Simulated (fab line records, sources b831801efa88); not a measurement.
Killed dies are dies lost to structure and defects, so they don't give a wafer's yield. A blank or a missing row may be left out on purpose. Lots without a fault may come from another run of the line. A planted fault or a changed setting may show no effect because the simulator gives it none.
A struck lot beside a sound one | flow sky130 | 15 steps out of a route of 708
Sound: wafers L592.2, L592.4, L592.5. Struck: wafers L590.3, L590.4, L590.6. The cause comes at the end.
At each step with rows: each side's tool, then ch and its chambers, then its first start. Under that, the readings that differ: sound wafers | struck wafers | difference of the means | sigmas: that difference in standard deviations of wafers without a fault.
alike: readings whose means differ by less than 2 such deviations, and words and numbers that are the same on both sides. not compared: withheld readings, readings that some wafer has no value for, bounds like >300 that may hide the same value, and numbers for which the record gives no deviation and whose values overlap.
The two part at a step that has a row with sigmas, a row that says differs or no value, or rows on one side only. Numbers that don't overlap but have no deviation are shown without sigmas and don't part them. A reading that every wafer of one side lacks parts them only if that side has two wafers or more.

SKY_LI_CONTACT_THK_MEAS_23: measures by xrf.
  sound on film_metro-02, day 34 14:16; struck on film_metro-02, day 33 12:42
  alike: LI_CONTACT_W_THK
SKY_LI_CONTACT_CMP_24: polishes, stops on PSG, t overpolish 20 s, target thk 0 nm.
  sound on cmp-01 ch 1,2,3, day 34 14:19; struck on cmp-02 ch 0,1,2, day 33 12:44
  alike: motor_current_A, overpolish_run_s, time_to_endpoint_s
SKY_LOCAL_INTERCONNECT_SPUTTER_00: material TiN, target thk 100 nm, time 83.3 s.
  sound on pvd_sputter-02, day 34 14:37; struck on pvd_sputter-03, day 33 13:02
  alike: throttle_valve_pct
SKY_LOCAL_INTERCONNECT_RS_MEAS_01: measures by four-point-probe.
  sound on film_metro-04, day 34 14:42; struck on film_metro-04, day 33 13:08
  alike: LOCAL_INTERCONNECT_TIN_RS
SKY_LOCAL_INTERCONNECT_THK_MEAS_02: measures by xrf.
  sound on film_metro-04, day 34 14:49; struck on film_metro-04, day 33 13:14
  alike: LOCAL_INTERCONNECT_TIN_THK
then, 7 steps without rows for these wafers: SKY_LOCAL_INTERCONNECT_DEHYDRATE_03 (time 60 s); SKY_LOCAL_INTERCONNECT_HMDS_04 (prime time 60 s); SKY_LOCAL_INTERCONNECT_COAT_05 (resist thk 60 nm); SKY_LOCAL_INTERCONNECT_COAT_06 (resist thk 450 nm); SKY_LOCAL_INTERCONNECT_SOFTBAKE_07 (time 90 s); SKY_LOCAL_INTERCONNECT_EXPOSE_08 (exposes mask LI1M, target cd 170 nm); SKY_LOCAL_INTERCONNECT_PEB_09.
SKY_LOCAL_INTERCONNECT_DEVELOP_10: develop time 60 s.
  sound on litho_track-02 ch 0, day 35 15:00; struck on litho_track-04 ch 0, day 34 15:00
  reading              | sound             | struck            | difference | sigmas
  developer_temp_C (C) | 20.96 20.99 21.00 | 23.14 23.25 23.13 | +2.19      | +22
  alike: exhaust_pa
SKY_LOCAL_INTERCONNECT_CD_MEAS_11: target cd 170 nm.
  sound on cd_sem-01, day 35 15:52; struck on cd_sem-02, day 34 15:41
  alike: cd_nm
-- the record jumps here: 14 days lie between the struck wafers' starts before and after (it left off in module LOCAL_INTERCONNECT and takes up again in module PAD_OPEN, whose first step shown is number 708 of the route) --
SKY_PAD_OPEN_PROBE_99:
  sound on prober-02, day 49 15:25; struck on prober-02, day 48 22:04
  alike: killed_at_M0_to_M3, killed_at_M4_up, killed_at_contacts, killed_at_front_end, killed_at_other, killed_dies, killed_on_rim, killed_open, killed_short

WHERE THEY PART
Only at SKY_LOCAL_INTERCONNECT_DEVELOP_10, within this record. Later steps at which nothing parts them and some readings are alike: SKY_LOCAL_INTERCONNECT_CD_MEAS_11, SKY_PAD_OPEN_PROBE_99.

WHY: what the simulator had put in
Process parameter drift: litho_track-04, from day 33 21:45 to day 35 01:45, at SKY_LOCAL_INTERCONNECT_DEVELOP_10. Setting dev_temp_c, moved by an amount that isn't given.
